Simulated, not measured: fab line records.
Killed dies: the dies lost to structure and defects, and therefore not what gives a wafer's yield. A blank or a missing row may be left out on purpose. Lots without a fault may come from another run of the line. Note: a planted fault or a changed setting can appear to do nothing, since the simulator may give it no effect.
fab line records	flow sky130
[record] lots = 13	wafers = 39	lastDay = 50
route steps=708 shown METAL1@437 VIA1@471 VIA2@507 PAD_OPEN@708
lots that met no fault: from a run of the same line without faults
startH: start of the lot's first displayed wafer, in hours after the record's first day	waitH: hours since the lot's step before	" same as the row above	L1.1+2: one row covering several wafers at once	- either no value or no given start	* or withheld: withheld	< > ~ a bound
route shown NAME@n: NAME is a module with steps in the file, n the number in the route of the first one	usual: average and standard deviation across the fault-free wafers	same: alike in all rows	chamber/n: place in a boat	sites: per-site readings	_std_site: how widely they spread, as a standard deviation	_edge_site: inner sites' mean taken away from outer sites' mean	radiusMm: for every site, how far away it sits from the centre of the wafer	mask NAME#n: copy n	behind: the tool/chamber that last shaped the wafer	hold: cause of the lot's hold/its duration in hours/its outcome	device: names the non-switching transistor (n, p or np)	end of line: at the end of the route, the tests of the same wafers	step lacking rows: just its recipe	killed: the dies lost at the first sort to structure and to defects; this is not the yield of the wafer	map: a wafer's dies, x killed, . not, _ none there
set.NAME: the setting the step ran with; set.NAME@STEP: the setting that earlier step ran with	model.NAME: the simulator's own value behind a step, which no gauge read
a sample of lots followed through the steps of the route, with each step as a table and each wafer as a row
services: from which hour (startH, from the record's first day; less than 0 if before it) a tool's chamber was out of use, for how many hours, and why
[[steps]]
[step SKY_METAL1_SPUTTER_03]
[recipe] material = Ti	targetThkNm = 5	powerW = 3000	timeS = 3.3	chamberPressurePa = 0.4
[usual] chamberPressurePa = 0.4000/0.0008	throttleValvePct = 30.0/0.67
lot.wafer	tool	chamber	startH	waitH	chamberPressurePa	throttleValvePct
L718.2	pvdSputter-04	-	744.84	0.0	0.4006	30.5
L718.3	"	-	"	"	0.4006	29.1
L718.4	"	-	"	"	0.4001	29.2
L719.1	pvdSputter-04	-	756.50	0.0	0.4010	29.4
L719.3	"	-	"	"	0.4001	30.5
L719.5	"	-	"	"	0.4007	29.3
L721.2	pvdSputter-01	-	769.91	0.0	0.3994	31.2
L721.5	"	-	"	"	0.4008	31.0
L721.6	"	-	"	"	0.3999	29.6
L722.2	pvdSputter-01	-	778.90	0.0	0.3992	30.3
L722.5	"	-	"	"	0.3999	31.1
L722.6	"	-	"	"	0.4020	30.1
L723.2	pvdSputter-04	-	792.55	0.0	0.3993	30.7
L723.4	"	-	"	"	0.3996	29.5
L723.6	"	-	"	"	0.3986	30.8
L724.4	pvdSputter-03	-	805.71	0.0	0.4003	30.0
L724.5	"	-	"	"	0.4010	30.5
L724.6	"	-	"	"	0.3995	30.3
L725.2	pvdSputter-03	-	809.55	0.0	0.3997	30.4
L725.4	"	-	"	"	0.4005	30.4
L725.6	"	-	"	"	0.4002	29.8
L726.1	pvdSputter-03	-	815.77	0.0	0.4005	30.4
L726.3	"	-	"	"	0.3994	30.2
L726.5	"	-	"	"	0.4002	30.4
L727.1	pvdSputter-03	-	826.55	0.0	0.4018	30.2
L727.5	"	-	"	"	0.3994	30.0
L727.6	"	-	"	"	0.4001	30.6
L729.1	pvdSputter-01	-	841.37	0.0	0.4006	31.2
L729.4	"	-	"	"	0.4016	29.9
L729.5	"	-	"	"	0.3998	29.4
L737.1	pvdSputter-01	-	908.81	0.0	0.4012	29.7
L737.2	"	-	"	"	0.3987	29.5
L737.6	"	-	"	"	0.4005	29.4
L738.1	pvdSputter-03	-	916.55	0.0	0.4014	30.5
L738.4	"	-	"	"	0.3989	29.8
L738.5	"	-	"	"	0.4008	30.4
L739.1	pvdSputter-04	-	918.92	0.0	0.3995	30.7
L739.3	"	-	"	"	0.4000	29.5
L739.6	"	-	"	"	0.4011	28.8
[step SKY_VIA1_OVL_MEAS_13]
[usual] VIA1_OVL = -3/4.6
lot.wafer	tool	chamber	startH	waitH	VIA1_OVL[nm]
L718.2	overlay-02	-	801.64	0.1	-2
L718.3	"	-	"	"	-2
L718.4	"	-	"	"	-4
L719.1	overlay-02	-	812.63	0.1	0
L719.3	"	-	"	"	-4
L719.5	"	-	"	"	-4
L721.2	overlay-02	-	825.08	0.1	3
L721.5	"	-	"	"	-2
L721.6	"	-	"	"	-7
L722.2	overlay-01	-	833.19	0.1	-9
L722.5	"	-	"	"	-3
L722.6	"	-	"	"	-4
L723.2	overlay-02	-	847.94	0.1	2
L723.4	"	-	"	"	7
L723.6	"	-	"	"	-3
L724.4	overlay-01	-	861.50	0.1	2
L724.5	"	-	"	"	2
L724.6	"	-	"	"	-3
L725.2	overlay-02	-	864.59	0.1	-6
L725.4	"	-	"	"	-6
L725.6	"	-	"	"	-7
L726.1	overlay-02	-	872.18	0.1	-7
L726.3	"	-	"	"	0
L726.5	"	-	"	"	-7
L727.1	overlay-02	-	882.93	0.1	-7
L727.5	"	-	"	"	1
L727.6	"	-	"	"	-7
L729.1	overlay-01	-	896.19	0.1	3
L729.4	"	-	"	"	8
L729.5	"	-	"	"	1
L737.1	overlay-01	-	960.58	0.1	0
L737.2	"	-	"	"	1
L737.6	"	-	"	"	-2
L738.1	overlay-01	-	968.13	0.1	3
L738.4	"	-	"	"	-6
L738.5	"	-	"	"	-4
L739.1	overlay-02	-	970.58	0.1	-3
L739.3	"	-	"	"	0
L739.6	"	-	"	"	-6
[step SKY_VIA2_HDPCVD_00]
[recipe] material = SiO2	targetThkNm = 1180	sigmaOpenFrac = 0.3	timeS = 196.7	tempC = 400	sih4FlowSccm = 60	pressureMtorr = 6
lot.wafer	tool	chamber	startH	waitH
L718.2+3+4	hdpcvd-01	0,2,0	831.10	0.0
L719.1+3+5	hdpcvd-01	1,2,0	841.75	0.0
L721.2+5+6	hdpcvd-02	2,1,0	854.50	0.0
L722.2+5+6	hdpcvd-02	1,1,0	862.14	0.0
L723.2+4+6	hdpcvd-01	0,2,0	877.84	0.0
L724.4+5+6	hdpcvd-02	0,2,1	890.99	0.1
L725.2+4+6	hdpcvd-01	0,0,2	893.41	0.0
L726.1+3+5	hdpcvd-01	0,1,0	901.08	0.0
L727.1+5+6	hdpcvd-02	2,2,0	912.13	0.0
L729.1+4+5	hdpcvd-01	0,1,2	924.80	0.0
L737.1+2+6	hdpcvd-01	0,2,2	987.10	0.0
L738.1+4+5	hdpcvd-01	2,1,0	995.14	0.0
L739.1+3+6	hdpcvd-01	1,0,2	997.30	0.0
[step SKY_VIA2_THK_MEAS_01]
[recipe] reads = SiO2_of_VIA2_HDPCVD_00
[usual] VIA2_HDPCVD_THK = 1180/12
lot.wafer	tool	chamber	startH	waitH	VIA2_HDPCVD_THK[nm]
L718.2	filmMetro-02	-	831.24	0.1	1179
L718.3	"	-	"	"	1164
L718.4	"	-	"	"	1183
L719.1	filmMetro-02	-	841.88	0.1	1160
L719.3	"	-	"	"	1151
L719.5	"	-	"	"	1167
L721.2	filmMetro-01	-	854.63	0.1	1188
L721.5	"	-	"	"	1173
L721.6	"	-	"	"	1174
L722.2	filmMetro-01	-	862.28	0.1	1171
L722.5	"	-	"	"	1179
L722.6	"	-	"	"	1189
L723.2	filmMetro-01	-	877.98	0.1	1190
L723.4	"	-	"	"	1175
L723.6	"	-	"	"	1184
L724.4	filmMetro-01	-	891.08	0.0	1180
L724.5	"	-	"	"	1189
L724.6	"	-	"	"	1168
L725.2	filmMetro-01	-	893.55	0.1	1178
L725.4	"	-	"	"	1186
L725.6	"	-	"	"	1162
L726.1	filmMetro-04	-	901.21	0.1	1197
L726.3	"	-	"	"	1186
L726.5	"	-	"	"	1174
L727.1	filmMetro-02	-	912.25	0.1	1190
L727.5	"	-	"	"	1196
L727.6	"	-	"	"	1192
L729.1	filmMetro-02	-	924.93	0.1	1197
L729.4	"	-	"	"	1180
L729.5	"	-	"	"	1184
L737.1	filmMetro-04	-	987.23	0.1	1192
L737.2	"	-	"	"	571
L737.6	"	-	"	"	1150
L738.1	filmMetro-01	-	995.27	0.1	1162
L738.4	"	-	"	"	1182
L738.5	"	-	"	"	597
L739.1	filmMetro-01	-	997.43	0.1	1170
L739.3	"	-	"	"	612
L739.6	"	-	"	"	1170
[step SKY_VIA2_OVL_MEAS_13]
[usual] VIA2_OVL = -2/6.5
lot.wafer	tool	chamber	startH	waitH	VIA2_OVL[nm]
L718.2	overlay-01	-	858.55	0.1	-7
L718.3	"	-	"	"	-5
L718.4	"	-	"	"	-7
L719.1	overlay-01	-	869.48	0.1	9
L719.3	"	-	"	"	2
L719.5	"	-	"	"	2
L721.2	overlay-01	-	882.38	0.1	-6
L721.5	"	-	"	"	-8
L721.6	"	-	"	"	-13
L722.2	overlay-01	-	889.23	0.1	1
L722.5	"	-	"	"	-16
L722.6	"	-	"	"	-14
L723.2	overlay-01	-	904.85	0.1	0
L723.4	"	-	"	"	5
L723.6	"	-	"	"	3
L724.4	overlay-02	-	917.71	0.1	4
L724.5	"	-	"	"	6
L724.6	"	-	"	"	1
L725.2	overlay-01	-	919.79	0.1	-3
L725.4	"	-	"	"	-3
L725.6	"	-	"	"	-7
L726.1	overlay-02	-	927.83	0.1	3
L726.3	"	-	"	"	2
L726.5	"	-	"	"	-3
L727.1	overlay-02	-	938.03	0.1	8
L727.5	"	-	"	"	1
L727.6	"	-	"	"	-3
L729.1	overlay-01	-	950.54	0.1	-2
L729.4	"	-	"	"	1
L729.5	"	-	"	"	-9
L737.1	overlay-01	-	1011.48	0.1	3
L737.2	"	-	"	"	4
L737.6	"	-	"	"	9
L738.1	overlay-01	-	1019.48	0.1	0
L738.4	"	-	"	"	2
L738.5	"	-	"	"	-2
L739.1	overlay-01	-	1021.09	0.1	2
L739.3	"	-	"	"	-2
L739.6	"	-	"	"	0
[step SKY_PAD_OPEN_PROBE_99]
[usual] defectLimitedYield = 82.3/1.8	killed_at_M0_to_M3 = 43/6	killed_at_M4_up = 3.2/1.9	killedAtContacts = 25/5.4	killedAtFrontEnd = 15/4.5	killedAtOther = 0.3/0.59	killedDies = 87/8.7	killedOpen = 47/6.7	killedShort = 39/5.7
[same] grossDies = 492	killedAtBackSide = 0
lot.wafer	tool	chamber	startH	waitH	defectLimitedYield[%]	killed_at_M0_to_M3	killed_at_M4_up	killedAtContacts	killedAtFrontEnd	killedAtOther	killedDies	killedOpen	killedShort
L718.2	prober-02	-	1086.79	0.1	82.3	47	5	18	16	1	87	41	45
L718.3	prober-02	-	1086.84	0.2	80.9	43	3	29	19	0	94	59	35
L718.4	prober-02	-	1086.89	0.2	81.1	45	2	32	14	0	93	53	40
L719.1	prober-01	-	1095.25	0.1	82.1	40	2	22	24	0	88	52	36
L719.3	prober-01	-	1095.35	0.2	79.9	40	2	34	23	0	99	55	43
L719.5	prober-01	-	1095.45	0.2	83.3	39	1	26	15	1	82	46	35
L721.2	prober-01	-	1106.32	0.1	83.7	41	1	25	13	0	80	46	33
L721.5	prober-01	-	1106.47	0.2	80.3	55	5	21	16	0	97	57	40
L721.6	prober-01	-	1106.52	0.2	82.1	45	3	29	11	0	88	48	40
L722.2	prober-02	-	1108.95	0.1	83.9	31	3	30	15	0	79	48	31
L722.5	prober-02	-	1109.10	0.2	79.7	45	1	32	22	0	100	58	42
L722.6	prober-02	-	1109.15	0.2	82.1	42	1	27	18	0	88	44	44
L723.2	prober-01	-	1120.69	0.1	85.4	44	3	11	14	0	72	42	30
L723.4	prober-01	-	1120.79	0.2	82.7	38	2	24	20	1	85	48	37
L723.6	prober-01	-	1120.89	0.2	82.3	51	7	18	11	0	87	42	45
L724.4	prober-02	-	1133.39	0.2	86.0	42	3	21	3	0	69	34	35
L724.5	prober-02	-	1133.44	0.2	81.9	50	4	16	19	0	89	50	39
L724.6	prober-02	-	1133.49	0.2	82.3	50	4	20	12	1	87	44	43
L725.2	prober-01	-	1135.46	0.1	83.3	38	1	24	19	0	82	41	41
L725.4	prober-01	-	1135.56	0.2	83.9	34	1	26	17	1	79	38	41
L725.6	prober-01	-	1135.66	0.2	78.3	45	6	36	20	0	107	58	49
L726.1	prober-02	-	1140.06	0.1	85.0	36	4	22	12	0	74	38	36
L726.3	prober-02	-	1140.16	0.2	81.5	43	1	31	15	1	91	60	31
L726.5	prober-02	-	1140.26	0.2	84.6	41	1	16	18	0	76	43	33
L727.1	prober-01	-	1159.23	0.1	82.7	36	2	36	10	1	85	50	35
L727.5	prober-01	-	1159.43	0.2	79.3	50	7	33	12	0	102	53	49
L727.6	prober-01	-	1159.48	0.2	83.7	42	4	21	13	0	80	46	34
L729.1	prober-01	-	1160.73	0.1	86.0	35	3	21	10	0	69	39	30
L729.4	prober-01	-	1160.88	0.2	78.3	56	4	30	17	0	107	53	54
L729.5	prober-01	-	1160.93	0.2	82.5	42	5	25	14	0	86	43	43
L737.1	prober-01	-	1208.59	0.1	82.5	38	1	28	18	1	86	46	40
L737.2	prober-01	-	1208.64	0.1	83.5	34	1	34	12	0	81	47	34
L737.6	prober-01	-	1208.84	0.2	82.7	44	1	31	9	0	85	49	36
L738.1	prober-02	-	1208.94	0.1	81.3	43	2	29	18	0	92	48	44
L738.4	prober-02	-	1209.09	0.2	83.9	37	0	32	10	0	79	41	38
L738.5	prober-02	-	1209.14	0.2	82.9	45	1	22	15	1	84	50	34
L739.1	prober-01	-	1210.09	0.1	85.6	35	7	19	10	0	71	38	33
L739.3	prober-01	-	1210.19	0.2	81.1	48	5	29	11	0	93	59	34
L739.6	prober-01	-	1210.34	0.2	81.9	47	4	23	15	0	89	52	37
// killed by level:class
L718.2 VIA1:geometricParticle:open=9 VIA2:geometricParticle:open=8 VIA3:geometricParticle:open=8 METAL3:geometricParticle:short=7 FIELD_ISO:geometricParticle:short=5 LI_CONTACT:geometricParticle:open=5 CONTACT:geometricParticle:short=5 VIA1:geometricParticle:short=5
L718.3 VIA1:geometricParticle:open=13 CONTACT:geometricParticle:open=10 VIA2:geometricParticle:open=7 FIELD_ISO:geometricParticle:open=6 LI_CONTACT:geometricParticle:open=6 LOCAL_INTERCONNECT:geometricParticle:short=6 CONTACT:geometricParticle:short=4 VIA3:geometricParticle:open=4
L718.4 VIA1:geometricParticle:open=10 VIA2:geometricParticle:open=10 LI_CONTACT:geometricParticle:open=8 LOCAL_INTERCONNECT:geometricParticle:short=7 CONTACT:geometricParticle:short=7 CONTACT:geometricParticle:open=7 VIA3:geometricParticle:open=7 METAL2:geometricParticle:short=5
L719.1 CONTACT:geometricParticle:open=10 VIA1:geometricParticle:open=10 FIELD_ISO:geometricParticle:open=8 LI_CONTACT:geometricParticle:open=6 METAL2:geometricParticle:short=6 VIA3:geometricParticle:open=6 FIELD_ISO:geometricParticle:short=5 METAL1:geometricParticle:short=4
L719.3 CONTACT:geometricParticle:open=13 CONTACT:geometricParticle:short=10 VIA1:geometricParticle:short=8 LI_CONTACT:geometricParticle:open=7 FIELD_ISO:geometricParticle:open=6 METAL2:geometricParticle:short=6 VIA2:geometricParticle:open=6 FIELD_ISO:geometricParticle:short=5
L719.5 VIA1:geometricParticle:open=9 CONTACT:geometricParticle:open=8 CONTACT:geometricParticle:short=7 VIA3:geometricParticle:open=6 FIELD_ISO:geometricParticle:short=5 LI_CONTACT:geometricParticle:open=5 METAL2:geometricParticle:short=5 VIA2:geometricParticle:open=5
L721.2 CONTACT:geometricParticle:open=10 VIA1:geometricParticle:open=8 VIA3:geometricParticle:open=7 LI_CONTACT:geometricParticle:open=7 METAL1:geometricParticle:short=7 POLY_GATE:geometricParticle:open=5 LI_CONTACT:geometricParticle:short=5 VIA1:geometricParticle:short=5
L721.5 VIA1:geometricParticle:open=16 VIA3:geometricParticle:open=11 CONTACT:geometricParticle:open=7 VIA2:geometricParticle:open=7 CONTACT:geometricParticle:short=6 LI_CONTACT:geometricParticle:open=5 VIA2:geometricParticle:short=5 FIELD_ISO:geometricParticle:open=4
L721.6 LI_CONTACT:geometricParticle:open=11 VIA1:geometricParticle:open=10 VIA3:geometricParticle:open=9 VIA1:geometricParticle:short=7 CONTACT:geometricParticle:open=6 CONTACT:geometricParticle:short=5 METAL3:geometricParticle:short=5 LOCAL_INTERCONNECT:geometricParticle:short=4
L722.2 CONTACT:geometricParticle:open=10 VIA1:geometricParticle:open=9 LI_CONTACT:geometricParticle:open=8 VIA3:geometricParticle:open=7 POLY_GATE:geometricParticle:open=6 CONTACT:geometricParticle:short=5 LI_CONTACT:geometricParticle:short=4 FIELD_ISO:geometricParticle:open=3
L722.5 CONTACT:geometricParticle:open=13 VIA1:geometricParticle:short=8 VIA2:geometricParticle:open=8 FIELD_ISO:geometricParticle:open=7 LI_CONTACT:geometricParticle:short=7 LI_CONTACT:geometricParticle:open=7 VIA1:geometricParticle:open=7 POLY_GATE:geometricParticle:open=6
L722.6 CONTACT:geometricParticle:open=12 LI_CONTACT:geometricParticle:open=7 FIELD_ISO:geometricParticle:short=6 METAL2:geometricParticle:short=6 VIA2:geometricParticle:open=6 METAL3:geometricParticle:short=5 METAL1:geometricParticle:short=5 VIA1:geometricParticle:open=5
L723.2 VIA1:geometricParticle:open=11 POLY_GATE:geometricParticle:open=6 VIA2:geometricParticle:open=6 VIA1:geometricParticle:short=5 CONTACT:geometricParticle:open=4 METAL1:geometricParticle:short=4 POLY_GATE:geometricParticle:short=3 LI_CONTACT:geometricParticle:open=3
L723.4 POLY_GATE:geometricParticle:open=8 CONTACT:geometricParticle:open=7 VIA1:geometricParticle:open=7 LI_CONTACT:geometricParticle:open=6 VIA1:geometricParticle:short=6 METAL2:geometricParticle:short=5 VIA3:geometricParticle:open=5 FIELD_ISO:geometricParticle:short=4
L723.6 VIA1:geometricParticle:open=12 POLY_GATE:geometricParticle:short=8 CONTACT:geometricParticle:open=8 METAL2:geometricParticle:short=7 METAL1:geometricParticle:short=7 VIA3:geometricParticle:open=7 VIA3:geometricParticle:short=6 LI_CONTACT:geometricParticle:open=4
L724.4 VIA1:geometricParticle:open=11 VIA1:geometricParticle:short=8 CONTACT:geometricParticle:short=7 CONTACT:geometricParticle:open=6 VIA2:geometricParticle:open=6 VIA3:geometricParticle:open=5 METAL2:geometricParticle:short=4 LI_CONTACT:geometricParticle:open=4
L724.5 VIA1:geometricParticle:open=11 VIA3:geometricParticle:open=10 CONTACT:geometricParticle:short=7 VIA2:geometricParticle:open=7 FIELD_ISO:geometricParticle:open=6 VIA1:geometricParticle:short=6 VIA2:geometricParticle:short=6 POLY_GATE:geometricParticle:open=5
L724.6 VIA1:geometricParticle:open=13 CONTACT:geometricParticle:open=9 METAL1:geometricParticle:short=9 VIA1:geometricParticle:short=6 VIA2:geometricParticle:open=5 FIELD_ISO:geometricParticle:open=4 LI_CONTACT:geometricParticle:open=4 METAL2:geometricParticle:short=4
L725.2 CONTACT:geometricParticle:open=8 FIELD_ISO:geometricParticle:short=7 METAL2:geometricParticle:short=6 LI_CONTACT:geometricParticle:open=6 LOCAL_INTERCONNECT:geometricParticle:short=5 VIA1:geometricParticle:open=5 FIELD_ISO:geometricParticle:open=4 CONTACT:geometricParticle:short=4
L725.4 CONTACT:geometricParticle:short=7 CONTACT:geometricParticle:open=7 VIA3:geometricParticle:open=6 LI_CONTACT:geometricParticle:open=5 VIA2:geometricParticle:open=5 FIELD_ISO:geometricParticle:open=4 LOCAL_INTERCONNECT:geometricParticle:short=4 POLY_GATE:geometricParticle:short=4
L725.6 CONTACT:geometricParticle:open=11 VIA2:geometricParticle:open=10 VIA1:geometricParticle:open=9 FIELD_ISO:geometricParticle:open=7 LI_CONTACT:geometricParticle:open=7 METAL2:geometricParticle:short=7 LOCAL_INTERCONNECT:geometricParticle:short=6 CONTACT:geometricParticle:short=6
L726.1 VIA1:geometricParticle:open=12 CONTACT:geometricParticle:open=9 VIA2:geometricParticle:open=6 LI_CONTACT:geometricParticle:open=5 POLY_GATE:geometricParticle:short=4 METAL4:geometricParticle:short=4 METAL2:geometricParticle:short=4 FIELD_ISO:geometricParticle:short=3
L726.3 CONTACT:geometricParticle:open=14 VIA1:geometricParticle:open=13 LI_CONTACT:geometricParticle:open=9 VIA2:geometricParticle:open=8 METAL1:geometricParticle:short=7 FIELD_ISO:geometricParticle:open=6 VIA3:geometricParticle:open=5 LOCAL_INTERCONNECT:geometricParticle:short=4
L726.5 VIA1:geometricParticle:open=10 FIELD_ISO:geometricParticle:short=8 VIA3:geometricParticle:open=7 METAL2:geometricParticle:short=7 FIELD_ISO:geometricParticle:open=6 LI_CONTACT:geometricParticle:open=5 VIA2:geometricParticle:short=5 CONTACT:geometricParticle:open=5
L727.1 LI_CONTACT:geometricParticle:open=13 CONTACT:geometricParticle:open=8 VIA1:geometricParticle:open=7 LOCAL_INTERCONNECT:geometricParticle:short=6 CONTACT:geometricParticle:short=6 METAL1:geometricParticle:short=6 VIA3:geometricParticle:open=6 VIA2:geometricParticle:open=5
L727.5 VIA1:geometricParticle:open=12 VIA2:geometricParticle:open=11 CONTACT:geometricParticle:open=11 LOCAL_INTERCONNECT:geometricParticle:short=6 METAL1:geometricParticle:short=6 LI_CONTACT:geometricParticle:short=5 CONTACT:geometricParticle:short=5 VIA1:geometricParticle:short=5
L727.6 VIA1:geometricParticle:open=11 VIA3:geometricParticle:open=8 CONTACT:geometricParticle:short=6 CONTACT:geometricParticle:open=5 METAL1:geometricParticle:short=5 LI_CONTACT:geometricParticle:open=4 LOCAL_INTERCONNECT:geometricParticle:short=4 VIA1:geometricParticle:short=4
L729.1 LI_CONTACT:geometricParticle:open=8 VIA1:geometricParticle:open=8 CONTACT:geometricParticle:open=5 METAL2:geometricParticle:short=5 FIELD_ISO:geometricParticle:open=4 LOCAL_INTERCONNECT:geometricParticle:short=4 CONTACT:geometricParticle:short=4 VIA2:geometricParticle:open=4
L729.4 METAL2:geometricParticle:short=11 CONTACT:geometricParticle:open=10 METAL1:geometricParticle:short=9 VIA1:geometricParticle:open=9 LI_CONTACT:geometricParticle:open=8 VIA3:geometricParticle:open=8 FIELD_ISO:geometricParticle:open=6 FIELD_ISO:geometricParticle:short=6
L729.5 CONTACT:geometricParticle:open=9 VIA1:geometricParticle:open=9 LOCAL_INTERCONNECT:geometricParticle:short=6 VIA1:geometricParticle:short=6 VIA2:geometricParticle:open=6 FIELD_ISO:geometricParticle:short=5 METAL1:geometricParticle:short=5 METAL2:geometricParticle:short=4
L737.1 VIA1:geometricParticle:open=13 CONTACT:geometricParticle:open=10 POLY_GATE:geometricParticle:short=9 LOCAL_INTERCONNECT:geometricParticle:short=6 LI_CONTACT:geometricParticle:open=5 VIA3:geometricParticle:open=5 CONTACT:geometricParticle:short=4 VIA1:geometricParticle:short=3
L737.2 CONTACT:geometricParticle:open=14 VIA2:geometricParticle:open=8 LI_CONTACT:geometricParticle:open=7 VIA3:geometricParticle:open=7 LOCAL_INTERCONNECT:geometricParticle:short=7 POLY_GATE:geometricParticle:short=5 VIA1:geometricParticle:short=5 VIA3:geometricParticle:short=4
L737.6 CONTACT:geometricParticle:open=11 VIA3:geometricParticle:open=8 LI_CONTACT:geometricParticle:open=7 CONTACT:geometricParticle:short=7 VIA2:geometricParticle:open=7 VIA1:geometricParticle:open=6 VIA3:geometricParticle:short=6 LOCAL_INTERCONNECT:geometricParticle:short=5
L738.1 CONTACT:geometricParticle:open=11 VIA1:geometricParticle:open=8 VIA2:geometricParticle:open=7 LOCAL_INTERCONNECT:geometricParticle:short=7 LI_CONTACT:geometricParticle:open=5 METAL1:geometricParticle:short=5 METAL3:geometricParticle:short=5 VIA1:geometricParticle:short=5
L738.4 CONTACT:geometricParticle:open=10 CONTACT:geometricParticle:short=7 VIA2:geometricParticle:open=7 LI_CONTACT:geometricParticle:short=6 LI_CONTACT:geometricParticle:open=6 VIA1:geometricParticle:short=6 METAL1:geometricParticle:short=5 POLY_GATE:geometricParticle:open=4
L738.5 VIA1:geometricParticle:open=15 LI_CONTACT:geometricParticle:open=8 VIA3:geometricParticle:open=7 METAL2:geometricParticle:short=6 VIA2:geometricParticle:open=6 CONTACT:geometricParticle:open=5 FIELD_ISO:geometricParticle:open=4 POLY_GATE:geometricParticle:short=4
L739.1 VIA1:geometricParticle:open=10 CONTACT:geometricParticle:open=7 METAL1:geometricParticle:short=7 VIA2:geometricParticle:open=5 METAL4:geometricParticle:short=5 LI_CONTACT:geometricParticle:open=4 CONTACT:geometricParticle:short=4 FIELD_ISO:geometricParticle:short=3
L739.3 CONTACT:geometricParticle:open=13 VIA1:geometricParticle:open=12 POLY_GATE:geometricParticle:open=8 LI_CONTACT:geometricParticle:open=8 VIA1:geometricParticle:short=8 VIA2:geometricParticle:open=8 METAL1:geometricParticle:short=5 LOCAL_INTERCONNECT:geometricParticle:short=5
L739.6 VIA1:geometricParticle:open=15 CONTACT:geometricParticle:open=9 VIA3:geometricParticle:open=9 METAL1:geometricParticle:short=6 POLY_GATE:geometricParticle:open=5 LI_CONTACT:geometricParticle:open=5 VIA1:geometricParticle:short=5 VIA2:geometricParticle:open=5
[[services]]
tool	chamber	startH	hours	kind
pvdSputter-01	-	756.69	4.0	repair
hdpcvd-02	2	785.13	23.3	repair
pvdSputter-01	-	786.14	1.7	repair
hdpcvd-02	-	850.63	2.8	pm
pvdSputter-01	-	853.43	13.4	repair
pvdSputter-03	-	867.32	3.9	repair
pvdSputter-01	-	921.39	1.7	repair
hdpcvd-01	-	950.25	15.0	pm
hdpcvd-01	0	950.25	24.0	ventCycle
hdpcvd-01	1	950.25	15.0	ventCycle
hdpcvd-01	2	950.25	15.0	ventCycle
hdpcvd-01	0	963.09	11.1	repair
pvdSputter-03	-	965.07	5.4	repair
hdpcvd-01	0	965.25	-	clean
hdpcvd-01	1	965.25	-	clean
hdpcvd-01	2	965.25	-	clean
pvdSputter-01	-	967.40	4.0	repair
[[key]]
[firstSign] step = SKY_VIA2_THK_MEAS_01	reading = VIA2_HDPCVD_THK	direction = down	sigmas = 48	usual = 1180	struck = 593
effect none on later readings
metAt SKY_VIA2_HDPCVD_00
struckLots L737,L738,L739
struckWafers L737.2,L738.5,L739.3
notActingAt SKY_METAL1_SPUTTER_03,SKY_VIA1_OVL_MEAS_13,SKY_VIA2_OVL_MEAS_13
onsetBetween 924.80 987.10
[fault] kind = processParameterDrift	tool = hdpcvd-01	chamber = -	onsetH = 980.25	steps = SKY_VIA2_HDPCVD_00	channel = targetThkNm	offset = -583.71	shape = step	endH = 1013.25	scope = struckWafersOnly	actsIn = theseRecipesOnly	stated = 1180
